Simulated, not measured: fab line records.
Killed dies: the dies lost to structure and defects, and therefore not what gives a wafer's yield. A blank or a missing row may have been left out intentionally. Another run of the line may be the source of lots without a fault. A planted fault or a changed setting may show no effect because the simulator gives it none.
One fault seen from 2 desks ; flow sky130 ; every desk sees just its own numbers, and what lay behind them comes last

== THE TOOL OWNER'S DESK: cmp-02 ==
The tool's own readings at SKY_VIA3_CMP_24 (polishes, stops on SiO2, t overpolish 20 s, target thk 0 nm): means of the sampled wafers that have a number, for each lot that ran on this tool. A lot is out of limits, marked OUT, if its mean lies more than 4 standard deviations from the usual mean; the brackets give that distance.
Columns: A = motorCurrentA at SKY_VIA3_CMP_24, usual 11.4 A; B = overpolishRunS at SKY_VIA3_CMP_24, usual 20.000 s; C = platenRpm at SKY_VIA3_CMP_24, usual 60.00 rpm; D = timeToEndpointS at SKY_VIA3_CMP_24, usual 95 s
lot;first seen here;A;B;C;D
L133;day 39 16:43;12.7;19.997;59.97;87
L136;day 40 17:28;12.7;20.004;60.04;92
L138;day 41 09:06;12.3;19.999;60.00;96
L142;day 42 03:55;11.8;20.000;59.99;93
L143;day 42 14:07;11.6;19.997;61.98 (+57) OUT;90
L144;day 42 20:49;11.9;20.005;62.00 (+57) OUT;95
L156;day 46 01:54;12.4;20.002;59.98;94
This desk's verdict: out of limits on L143, L144, starting with L143 at day 42 14:07 (platenRpm at SKY_VIA3_CMP_24). In limits: L133, L136, L138, L142, L156.

== AT THE METROLOGY DESK ==
What the gauges read for every lot (on any tool): the sampled wafers with a number, averaged. A lot is out of limits, marked OUT, if its mean lies more than 4 standard deviations from the usual mean; the brackets give that distance.
Columns: A = LI_CONTACT_W_THK at SKY_LI_CONTACT_THK_MEAS_23, usual 393 nm
lot;first seen here;A
L133;day 29 04:48;397
L136;day 30 08:34;391
L138;day 31 03:12;389
L140;day 31 12:13;393
L142;day 32 00:32;396
L143;day 32 09:42;392
L144;day 32 18:06;391
L152;day 35 05:39;397
L153;day 35 15:36;389
L154;day 36 00:00;394
L156;day 36 12:34;391
This desk's verdict: no lot among the 11 shows anything out of limits.

== TAKEN TOGETHER ==
The tool owner's desk had the chance to raise an alarm at day 42 14:07 on L143, L144.
Nothing out of limits was seen by the metrology desk.
The metrology desk holds a record of L143, L144, inside its limits.
Of the lots named, all ran SKY_VIA3_CMP_24 on cmp-02.

== WHAT HAD BEEN PUT IN BY THE SIMULATOR ==
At SKY_VIA3_CMP_24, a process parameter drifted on cmp-02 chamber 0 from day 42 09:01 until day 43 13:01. The setting platenRpm was moved by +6, starting from 60. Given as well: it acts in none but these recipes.
Shown lots that were struck: L143, L144.
Each desk's first reading out of limits, in hours after the fault started: the tool owner's desk, 5.
